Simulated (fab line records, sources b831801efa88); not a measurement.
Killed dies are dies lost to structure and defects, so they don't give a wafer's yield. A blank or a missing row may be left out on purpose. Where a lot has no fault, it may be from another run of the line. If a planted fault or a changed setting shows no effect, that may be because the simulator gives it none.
fab line records | flow sky130
[record] lots = 6 | wafers = 18 | last_day = 49
route steps=708 shown VIA3@577 PAD_OPEN@708
lots untouched by any fault: they come from a run of this same line in which no faults occurred
start_h: the number of hours between the record's first day and the start of the first shown wafer of the lot | wait_h: time in hours since the lot's previous step | " identical to the entry in the row above | L1.1+2: one row covering several wafers at once | - either no value or no given start | * or withheld: withheld | < > ~ a bound
route shown NAME@n: a module of which the file shows steps, and the number in the route of the first | usual: mean/standard deviation taken from wafers without a fault | same: alike in all rows | chamber/n: place in a boat | sites: readings site by site | _std_site: the values' standard deviation | _edge_site: the outer-site mean with the inner-site mean subtracted | radius_mm: for every site, how far away it sits from the centre of the wafer | mask NAME#n: copy n | behind: the most recent tool/chamber to have shaped the wafer | hold: why the lot went on hold/how many hours it stayed there/how the hold came to an end | device: the n, p or np transistor that did not switch | end of line: the tests these same wafers got at the end of their route | for a step that has no rows: nothing shown but its recipe | killed: the dies lost at the first sort to structure and to defects; this is not the yield of the wafer | map: the dies of a wafer, with x for killed, . for not killed, _ for no die there
set.NAME: the run value of the setting; set.NAME@STEP: its run value at that earlier step | model.NAME: the simulator's own value behind a step, which no gauge read
lots at selected steps of the route; one table per step, one row per wafer
services: a tool's chamber out of use, with start hour (start_h, from the record's first day; less than 0 if before it), hours out, and reason
[[steps]]
[step SKY_VIA3_DEHYDRATE_04]
[recipe] temp_c = 200 | time_s = 60
[step SKY_VIA3_HMDS_05]
[recipe] prime_time_s = 60 | prime_temp_c = 120
[step SKY_VIA3_COAT_06]
[recipe] resist = BARC | temp_c = withheld | time_s = withheld | spin_rpm = 3000 | resist_thk_nm = 60
[step SKY_VIA3_COAT_07]
[recipe] resist = KrF-thick | spin_rpm = 3000 | resist_thk_nm = 450
[step SKY_VIA3_SOFTBAKE_08]
[recipe] temp_c = 100 | time_s = 90 | resist = KrF-thick
[step SKY_VIA3_EXPOSE_09]
[recipe] mask_id = VIM3 | na = 0.8 | source_shape = annular | sigma_inner = 0.55 | sigma_outer = 0.85 | target_cd_nm = 200 | dose_mj = 38
[step SKY_VIA3_PEB_10]
[recipe] peb_temp_c = withheld | peb_time_s = withheld | resist = KrF-thick
[step SKY_VIA3_DEVELOP_11]
[recipe] develop_time_s = 60 | resist = KrF-thick | dev_temp_c = 21
[step SKY_VIA3_CD_MEAS_12]
[recipe] target_cd_nm = 200
[usual] cd_nm = 200.0/1.4
lot.wafer | tool      | chamber | start_h | wait_h | cd_nm
L215.1    | cd_sem-01 | -       | 973.78  | -      | 200.5
L215.4    | "         | -       | "       | "      | 199.8
L215.5    | "         | -       | "       | "      | 200.9
L220.3    | cd_sem-02 | -       | 1003.71 | -      | 197.7
L220.4    | "         | -       | "       | "      | 197.9
L220.5    | "         | -       | "       | "      | 198.1
L224.2    | cd_sem-01 | -       | 1033.75 | -      | 201.8
L224.5    | "         | -       | "       | "      | 200.4
L224.6    | "         | -       | "       | "      | 200.8
L225.2    | cd_sem-02 | -       | 1033.89 | -      | 200.1
L225.3    | "         | -       | "       | "      | 200.3
L225.4    | "         | -       | "       | "      | 198.8
L226.2    | cd_sem-02 | -       | 1040.39 | -      | 199.1
L226.3    | "         | -       | "       | "      | 198.3
L226.6    | "         | -       | "       | "      | 199.8
L229.2    | cd_sem-02 | -       | 1067.50 | -      | 198.9
L229.4    | "         | -       | "       | "      | 199.9
L229.6    | "         | -       | "       | "      | 198.4
[step SKY_VIA3_OVL_MEAS_13]
[usual] VIA3_OVL = -4/5.1
lot.wafer | tool       | chamber | start_h | wait_h | VIA3_OVL[nm]
L215.1    | overlay-02 | -       | 973.90  | 0.1    | -10
L215.4    | "          | -       | "       | "      | -4
L215.5    | "          | -       | "       | "      | -16
L220.3    | overlay-01 | -       | 1003.80 | 0.1    | -5
L220.4    | "          | -       | "       | "      | -5
L220.5    | "          | -       | "       | "      | -8
L224.2    | overlay-02 | -       | 1033.86 | 0.1    | -6
L224.5    | "          | -       | "       | "      | -7
L224.6    | "          | -       | "       | "      | -8
L225.2    | overlay-01 | -       | 1033.99 | 0.1    | 4
L225.3    | "          | -       | "       | "      | -1
L225.4    | "          | -       | "       | "      | 0
L226.2    | overlay-02 | -       | 1040.49 | 0.1    | 3
L226.3    | "          | -       | "       | "      | -2
L226.6    | "          | -       | "       | "      | -3
L229.2    | overlay-01 | -       | 1067.61 | 0.1    | -2
L229.4    | "          | -       | "       | "      | -3
L229.6    | "          | -       | "       | "      | -1
[step SKY_VIA3_ETCH_14]
[recipe] chemistry = N2/H2 | target = BARC | ion_energy_ev = 200 | source_w = 500 | bias_w = 100 | pressure_mtorr = 30 | n2_flow_sccm = 100 | h2_flow_sccm = 200 | stop_on = SiO2 | time_s = 45.9 | target_depth_a = 600
[usual] drypump_motor_current_A = 5.8/0.36 | oes_product_au = 0.853/0.0047 | throttle_valve_pct = 13.223/0.0088
[same] time_s = 45.9
lot.wafer | tool        | chamber | start_h | wait_h | drypump_motor_current_A | oes_product_au | rf_hours_counter_h | throttle_valve_pct
L215.1    | rie_diel-02 | 0       | 973.94  | 0.0    | 5.3                     | 0.865          | 20                 | 13.227
L215.4    | "           | 3       | "       | "      | 6.0                     | 0.846          | 16                 | 13.222
L215.5    | "           | 2       | "       | "      | 6.4                     | 0.846          | -                  | 13.214
L220.3    | rie_diel-02 | 2       | 1003.82 | 0.0    | 6.4                     | 0.849          | 9                  | 13.214
L220.4    | "           | 3       | "       | "      | 6.0                     | 0.855          | 16                 | 13.228
L220.5    | "           | 0       | "       | "      | 5.3                     | 0.851          | -                  | 13.238
L224.2    | rie_diel-03 | 3       | 1033.89 | 0.0    | 6.3                     | 0.853          | 22                 | 13.221
L224.5    | "           | 1       | "       | "      | 5.3                     | 0.855          | -                  | 13.239
L224.6    | "           | 0       | "       | "      | 5.9                     | 0.855          | -                  | 13.227
L225.2    | rie_diel-01 | 2       | 1034.02 | 0.0    | 5.9                     | 0.847          | 21                 | 13.225
L225.3    | "           | 1       | "       | "      | 6.0                     | 0.858          | 10                 | 13.228
L225.4    | "           | 1       | "       | "      | 6.0                     | 0.862          | -                  | 13.213
L226.2    | rie_diel-03 | 3       | 1040.52 | 0.0    | 6.3                     | 0.859          | 22                 | 13.226
L226.3    | "           | 1       | "       | "      | 5.3                     | 0.852          | 27                 | 13.203
L226.6    | "           | 2       | "       | "      | 5.5                     | 0.850          | -                  | 13.231
L229.2    | rie_diel-02 | 1       | 1067.64 | 0.0    | 5.5                     | 0.849          | 10                 | 13.214
L229.4    | "           | 3       | "       | "      | 6.0                     | 0.853          | 18                 | 13.212
L229.6    | "           | 1       | "       | "      | 5.5                     | 0.852          | -                  | 13.226
[step SKY_VIA3_ETCH_15]
[recipe] target = SiO2 | chemistry = C4F8/O2/Ar | target_depth_nm = 507 | stop_on = TiN | mask_material = KrF-thick | source_w = 1500 | bias_w = 1200 | pressure_mtorr = 40 | c4f8_flow_sccm = withheld | O2_flow_sccm = 6 | Ar_flow_sccm = 300 | time_s = 78
[usual] oes_product_au = 0.946/0.0049
[same] time_s = 78
lot.wafer | tool        | chamber | start_h | wait_h | oes_product_au
L215.1    | rie_diel-02 | 0       | 973.98  | 0.0    | 0.951
L215.4    | "           | 3       | "       | "      | 0.948
L215.5    | "           | 2       | "       | "      | 0.948
L220.3    | rie_diel-02 | 2       | 1003.87 | 0.0    | 0.948
L220.4    | "           | 3       | "       | "      | 0.949
L220.5    | "           | 0       | "       | "      | 0.946
L224.2    | rie_diel-03 | 3       | 1033.93 | 0.0    | 0.943
L224.5    | "           | 1       | "       | "      | 0.945
L224.6    | "           | 0       | "       | "      | 0.953
L225.2    | rie_diel-01 | 2       | 1034.07 | 0.0    | 0.945
L225.3    | "           | 1       | "       | "      | 0.948
L225.4    | "           | 1       | "       | "      | 0.930
L226.2    | rie_diel-03 | 3       | 1040.57 | 0.0    | 0.948
L226.3    | "           | 1       | "       | "      | 0.943
L226.6    | "           | 2       | "       | "      | 0.954
L229.2    | rie_diel-02 | 1       | 1067.68 | 0.0    | 0.944
L229.4    | "           | 3       | "       | "      | 0.944
L229.6    | "           | 1       | "       | "      | 0.952
[step SKY_VIA3_STRIP_16]
[recipe] chemistry = O2/N2 | power_w = 1400 | pressure_mtorr = 1500 | platen_temp_c = withheld | o2_flow_sccm = 3000 | n2_flow_sccm = 300 | overash_fraction = 0.5
[usual] chamber_pressure_mTorr = 1500.0/1.3 | drypump_motor_current_A = 5.7/0.54 | oes_product_au = 0.401/0.0045 | overash_fraction = 0.5/0 | strip_time_to_endpoint_s = 4.122/0.022
lot.wafer | tool            | chamber | start_h | wait_h | chamber_pressure_mTorr | drypump_motor_current_A | oes_product_au | overash_fraction | rf_hours_counter_h | strip_time_to_endpoint_s | model.KrF-thick_of_VIA3_COAT_07.thk_nm
L215.1    | plasma_asher-04 | 1       | 974.04  | 0.0    | 1498.0                 | 5.2                     | 0.406          | 0.5              | 55                 | 4.142                    | 0
L215.4    | "               | 0       | "       | "      | 1499.1                 | 6.1                     | 0.395          | 0.5              | -                  | 4.122                    | 0
L215.5    | "               | 1       | "       | "      | 1500.7                 | 5.2                     | 0.402          | 0.5              | -                  | 4.143                    | 0
L220.3    | plasma_asher-04 | 1       | 1003.96 | 0.1    | 1501.2                 | 5.3                     | 0.401          | 0.5              | -                  | 4.100                    | 0
L220.4    | "               | 0       | "       | "      | 1498.8                 | 6.1                     | 0.404          | 0.5              | -                  | 4.106                    | 0
L220.5    | "               | 1       | "       | "      | 1500.2                 | 5.2                     | 0.398          | 0.5              | -                  | 4.089                    | 0
L224.2    | plasma_asher-04 | 0       | 1033.99 | 0.0    | -                      | -                       | -              | -                | -                  | -                        | 291.3
L224.5    | "               | 1       | "       | "      | -                      | -                       | -              | -                | -                  | -                        | 288.1
L224.6    | "               | 0       | "       | "      | -                      | -                       | -              | -                | -                  | -                        | 289.7
L225.2    | plasma_asher-01 | 0       | 1034.13 | 0.0    | -                      | -                       | -              | -                | -                  | -                        | 291
L225.3    | "               | 1       | "       | "      | -                      | -                       | -              | -                | -                  | -                        | 290.1
L225.4    | "               | 0       | "       | "      | -                      | -                       | -              | -                | -                  | -                        | 291.7
L226.2    | plasma_asher-01 | 1       | 1040.63 | 0.0    | 1498.8                 | 5.0                     | 0.402          | 0.5              | 30                 | 4.160                    | 0
L226.3    | "               | 1       | "       | "      | 1500.2                 | 4.9                     | 0.408          | 0.5              | -                  | 4.109                    | 0
L226.6    | "               | 0       | "       | "      | 1498.9                 | 6.4                     | 0.408          | 0.5              | -                  | 4.132                    | 0
L229.2    | plasma_asher-01 | 0       | 1067.74 | 0.0    | 1500.7                 | 6.4                     | 0.393          | 0.5              | 33                 | 4.120                    | 0
L229.4    | "               | 0       | "       | "      | 1499.0                 | 6.4                     | 0.402          | 0.5              | -                  | 4.113                    | 0
L229.6    | "               | 0       | "       | "      | 1500.0                 | 6.4                     | 0.400          | 0.5              | -                  | 4.117                    | 0
[step SKY_VIA3_STRIP_17]
[recipe] chemistry = post_etch_residue_remover | time_s = 1200 | temp_c = 72.5
[step SKY_PAD_OPEN_PROBE_99]
[usual] defect_limited_yield = 82.5/1.9 | killed_at_M0_to_M3 = 42/7.4 | killed_at_M4_up = 3.4/1.8 | killed_at_contacts = 25/5.4 | killed_at_front_end = 15/4.4 | killed_at_other = 0.2/0.52 | killed_dies = 86/9.3 | killed_on_rim = 17/3.9 | killed_open = 47/7.6 | killed_short = 39/6.5 | sort_bin_3_pad_short = 0.9/0.46 | sort_bin_5_function = 10.3/1.5 | sort_bin_6_memory = 6.3/1.2 | sort_n_pass = 406/9.3 | sort_yield_pct = 82.5/1.9
[same] gross_dies = 492 | killed_at_back_side = 0 | sort_bin_4_leakage[%] = 0 | sort_bin_8_speed[%] = 0
lot.wafer | tool      | chamber | start_h | wait_h | defect_limited_yield[%] | killed_at_M0_to_M3 | killed_at_M4_up | killed_at_contacts | killed_at_front_end | killed_at_other | killed_dies | killed_on_rim | killed_open | killed_short | sort_bin_3_pad_short[%] | sort_bin_5_function[%] | sort_bin_6_memory[%] | sort_n_pass | sort_yield_pct[%]
L215.1    | prober-01 | -       | 1112.12 | 0.1    | 81.1                    | 37                 | 2               | 26                 | 28                  | 0               | 93          | 15            | 45          | 48           | 1.2                     | 12.4                   | 5.3                  | 399         | 81.1
L215.4    | prober-01 | -       | 1112.27 | 0.2    | 82.3                    | 40                 | 6               | 26                 | 15                  | 0               | 87          | 6             | 49          | 38           | 2.2                     | 10.0                   | 5.5                  | 405         | 82.3
L215.5    | prober-01 | -       | 1112.32 | 0.2    | 82.9                    | 43                 | 5               | 17                 | 18                  | 1               | 84          | 19            | 48          | 36           | 1.0                     | 10.8                   | 5.3                  | 408         | 82.9
L224.2    | prober-01 | -       | 1160.52 | 0.1    | 0                       | 452                | 1               | 26                 | 12                  | 1               | 492         | 96            | 45          | 40           | 1.6                     | 93.5                   | 4.9                  | 0           | 0
L224.5    | prober-01 | -       | 1160.67 | 0.2    | 0                       | 444                | 6               | 27                 | 15                  | 0               | 492         | 96            | 46          | 39           | 0.8                     | 91.7                   | 7.5                  | 0           | 0
L224.6    | prober-01 | -       | 1160.72 | 0.2    | 0                       | 434                | 5               | 31                 | 22                  | 0               | 492         | 96            | 41          | 54           | 2.4                     | 90.7                   | 6.9                  | 0           | 0
L225.2    | prober-02 | -       | 1160.89 | 0.1    | 0                       | 443                | 5               | 30                 | 14                  | 0               | 492         | 96            | 58          | 43           | 1.0                     | 93.7                   | 5.3                  | 0           | 0
L225.3    | prober-02 | -       | 1160.94 | 0.2    | 0                       | 436                | 3               | 34                 | 19                  | 0               | 492         | 96            | 63          | 42           | 0.4                     | 91.7                   | 7.9                  | 0           | 0
L225.4    | prober-02 | -       | 1160.99 | 0.2    | 0                       | 442                | 3               | 24                 | 23                  | 0               | 492         | 96            | 49          | 41           | 0.8                     | 93.1                   | 6.1                  | 0           | 0
L226.2    | prober-01 | -       | 1166.54 | 0.1    | 85.2                    | 35                 | 3               | 25                 | 9                   | 1               | 73          | 11            | 45          | 28           | 1.0                     | 8.3                    | 5.5                  | 419         | 85.2
L226.3    | prober-01 | -       | 1166.59 | 0.2    | 83.5                    | 45                 | 3               | 21                 | 12                  | 0               | 81          | 22            | 40          | 41           | 1.2                     | 10.6                   | 4.7                  | 411         | 83.5
L226.6    | prober-01 | -       | 1166.74 | 0.2    | 81.1                    | 36                 | 5               | 35                 | 17                  | 0               | 93          | 19            | 48          | 45           | 1.2                     | 10.6                   | 7.1                  | 399         | 81.1
// killed by level:class
L215.1 VIA1:geometric_particle:open=11 LI_CONTACT:geometric_particle:open=9 FIELD_ISO:geometric_particle:short=6 POLY_GATE:geometric_particle:short=6 METAL1:geometric_particle:short=6 LI_CONTACT:geometric_particle:short=5 CONTACT:geometric_particle:open=5 VIA2:geometric_particle:short=5
L215.4 VIA1:geometric_particle:open=11 VIA3:geometric_particle:open=9 CONTACT:geometric_particle:open=8 CONTACT:geometric_particle:short=6 METAL2:geometric_particle:short=6 POLY_GATE:geometric_particle:open=5 LOCAL_INTERCONNECT:geometric_particle:short=5 LI_CONTACT:geometric_particle:open=4
L215.5 VIA1:geometric_particle:open=11 VIA1:geometric_particle:short=6 LI_CONTACT:geometric_particle:open=6 VIA2:geometric_particle:open=6 POLY_GATE:geometric_particle:short=5 POLY_GATE:geometric_particle:open=5 CONTACT:geometric_particle:open=5 VIA3:geometric_particle:open=5
L224.2 VIA3:area_sputter=407 VIA1:geometric_particle:open=12 CONTACT:geometric_particle:open=11 METAL1:geometric_particle:short=10 LI_CONTACT:geometric_particle:open=7 VIA1:geometric_particle:short=6 POLY_GATE:geometric_particle:open=5 CONTACT:geometric_particle:short=5
L224.5 VIA3:area_sputter=407 LI_CONTACT:geometric_particle:open=10 VIA3:geometric_particle:open=10 LOCAL_INTERCONNECT:geometric_particle:short=7 METAL2:geometric_particle:short=6 VIA2:geometric_particle:open=6 POLY_GATE:geometric_particle:short=4 LI_CONTACT:geometric_particle:short=4
L224.6 VIA3:area_sputter=397 METAL2:geometric_particle:short=13 CONTACT:geometric_particle:open=10 FIELD_ISO:geometric_particle:open=6 POLY_GATE:geometric_particle:short=6 LI_CONTACT:geometric_particle:open=6 FIELD_ISO:geometric_particle:short=5 LOCAL_INTERCONNECT:geometric_particle:short=5
L225.2 VIA3:area_sputter=391 VIA1:geometric_particle:open=15 LI_CONTACT:geometric_particle:open=10 CONTACT:geometric_particle:open=10 VIA3:geometric_particle:open=8 VIA2:geometric_particle:open=7 LOCAL_INTERCONNECT:geometric_particle:short=5 CONTACT:geometric_particle:short=5
L225.3 VIA3:area_sputter=387 VIA1:geometric_particle:open=16 LI_CONTACT:geometric_particle:open=12 METAL1:geometric_particle:short=8 LOCAL_INTERCONNECT:geometric_particle:short=7 CONTACT:geometric_particle:open=7 POLY_GATE:geometric_particle:open=6 CONTACT:geometric_particle:short=6
L225.4 VIA3:area_sputter=402 CONTACT:geometric_particle:open=10 FIELD_ISO:geometric_particle:short=9 VIA1:geometric_particle:open=9 LI_CONTACT:geometric_particle:open=6 VIA2:geometric_particle:open=6 POLY_GATE:geometric_particle:open=5 CONTACT:geometric_particle:short=5
L226.2 CONTACT:geometric_particle:open=8 VIA1:geometric_particle:open=8 VIA3:geometric_particle:open=7 LI_CONTACT:geometric_particle:open=7 CONTACT:geometric_particle:short=5 VIA2:geometric_particle:open=5 METAL1:geometric_particle:short=3 POLY_GATE:geometric_particle:short=3
L226.3 VIA1:geometric_particle:open=13 CONTACT:geometric_particle:open=8 METAL2:geometric_particle:short=6 VIA2:geometric_particle:open=6 LOCAL_INTERCONNECT:geometric_particle:short=5 CONTACT:geometric_particle:short=5 POLY_CUT:geometric_particle:open=4 METAL1:geometric_particle:short=4
L226.6 LOCAL_INTERCONNECT:geometric_particle:short=11 CONTACT:geometric_particle:open=9 LI_CONTACT:geometric_particle:open=7 CONTACT:geometric_particle:short=7 VIA3:geometric_particle:open=7 POLY_GATE:geometric_particle:short=6 VIA1:geometric_particle:open=6 VIA2:geometric_particle:open=6
// map L224.2 (x killed, . not)
__________xxxxxxxxxx_________
________xxxxxxxxxxxxxx_______
______xxxxxxxxxxxxxxxxxx_____
_____xxxxxxxxxxxxxxxxxxxx____
____xxxxxxxxxxxxxxxxxxxxxx___
___xxxxxxxxxxxxxxxxxxxxxxxx__
__xxxxxxxxxxxxxxxxxxxxxxxxxx_
_xxxxxxxxxxxxxxxxxxxxxxxxxxxx
_xxxxxxxxxxxxxxxxxxxxxxxxxxxx
_xxxxxxxxxxxxxxxxxxxxxxxxxxxx
_xxxxxxxxxxxxxxxxxxxxxxxxxxxx
_xxxxxxxxxxxxxxxxxxxxxxxxxxxx
_xxxxxxxxxxxxxxxxxxxxxxxxxxxx
_xxxxxxxxxxxxxxxxxxxxxxxxxxxx
_xxxxxxxxxxxxxxxxxxxxxxxxxxxx
__xxxxxxxxxxxxxxxxxxxxxxxxxx_
___xxxxxxxxxxxxxxxxxxxxxxxx__
____xxxxxxxxxxxxxxxxxxxxxx___
_____xxxxxxxxxxxxxxxxxxxx____
______xxxxxxxxxxxxxxxxxx_____
________xxxxxxxxxxxxxx_______
__________xxxxxxxxxx_________
// map L225.2 (x killed, . not)
__________xxxxxxxxxx_________
________xxxxxxxxxxxxxx_______
______xxxxxxxxxxxxxxxxxx_____
_____xxxxxxxxxxxxxxxxxxxx____
____xxxxxxxxxxxxxxxxxxxxxx___
___xxxxxxxxxxxxxxxxxxxxxxxx__
__xxxxxxxxxxxxxxxxxxxxxxxxxx_
_xxxxxxxxxxxxxxxxxxxxxxxxxxxx
_xxxxxxxxxxxxxxxxxxxxxxxxxxxx
_xxxxxxxxxxxxxxxxxxxxxxxxxxxx
_xxxxxxxxxxxxxxxxxxxxxxxxxxxx
_xxxxxxxxxxxxxxxxxxxxxxxxxxxx
_xxxxxxxxxxxxxxxxxxxxxxxxxxxx
_xxxxxxxxxxxxxxxxxxxxxxxxxxxx
_xxxxxxxxxxxxxxxxxxxxxxxxxxxx
__xxxxxxxxxxxxxxxxxxxxxxxxxx_
___xxxxxxxxxxxxxxxxxxxxxxxx__
____xxxxxxxxxxxxxxxxxxxxxx___
_____xxxxxxxxxxxxxxxxxxxx____
______xxxxxxxxxxxxxxxxxx_____
________xxxxxxxxxxxxxx_______
__________xxxxxxxxxx_________
[[services]]
tool            | chamber | start_h | hours | kind
rie_diel-02     | -       | 952.82  | 0.4   | repair
rie_diel-01     | -       | 984.85  | 0.8   | repair
rie_diel-01     | 0       | 994.32  | 11.0  | repair
rie_diel-01     | 3       | 995.96  | 13.8  | repair
rie_diel-02     | -       | 998.90  | 0.4   | repair
rie_diel-02     | 3       | 1005.23 | 8.1   | repair
rie_diel-02     | 0       | 1007.88 | 15.0  | repair
rie_diel-02     | -       | 1025.26 | 15.6  | pm
rie_diel-01     | 3       | 1033.27 | -     | clean
rie_diel-01     | 3       | 1033.27 | 20.6  | scheduled_down
rie_diel-01     | 3       | 1033.27 | 20.6  | vent_cycle
rie_diel-01     | 1       | 1035.15 | 4.9   | repair
rie_diel-02     | 0       | 1041.17 | 2.9   | repair
plasma_asher-04 | -       | 1063.70 | 28.1  | pm
[[key]]
[first_sign] step = SKY_VIA3_STRIP_16 | reading = tool_record | direction = missing
[effect] step = SKY_PAD_OPEN_PROBE_99 | reading = sort_bin_5_function | direction = up | sigmas = 55 | usual = 10.3 | struck = 92.4
[model_effect] step = SKY_VIA3_STRIP_16 | value = KrF-thick_of_VIA3_COAT_07.thk_nm | without = 0 | struck = 290.3
[more_kills_born_at] SKY_VIA3_SPUTTER_20@pvd_sputter-03 = 1211 | SKY_VIA3_SPUTTER_20@pvd_sputter-04 = 1180
met_at SKY_VIA3_STRIP_16
struck_wafers L224.2,L224.5,L224.6,L225.2,L225.3,L225.4
later_rows_left_out L224.2,L224.5,L224.6,L225.2,L225.3,L225.4
onset_between 1003.96 1033.99
[fault] kind = skipped_step_whole | tool = plasma_asher-01,plasma_asher-04 | chamber = - | onset_h = 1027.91 | steps = SKY_VIA3_STRIP_16 | scope = struck_lots_only
// later_rows_left_out: the simulator's readings of these wafers behind a module that went badly wrong aren't trusted and aren't shown, but for the sort
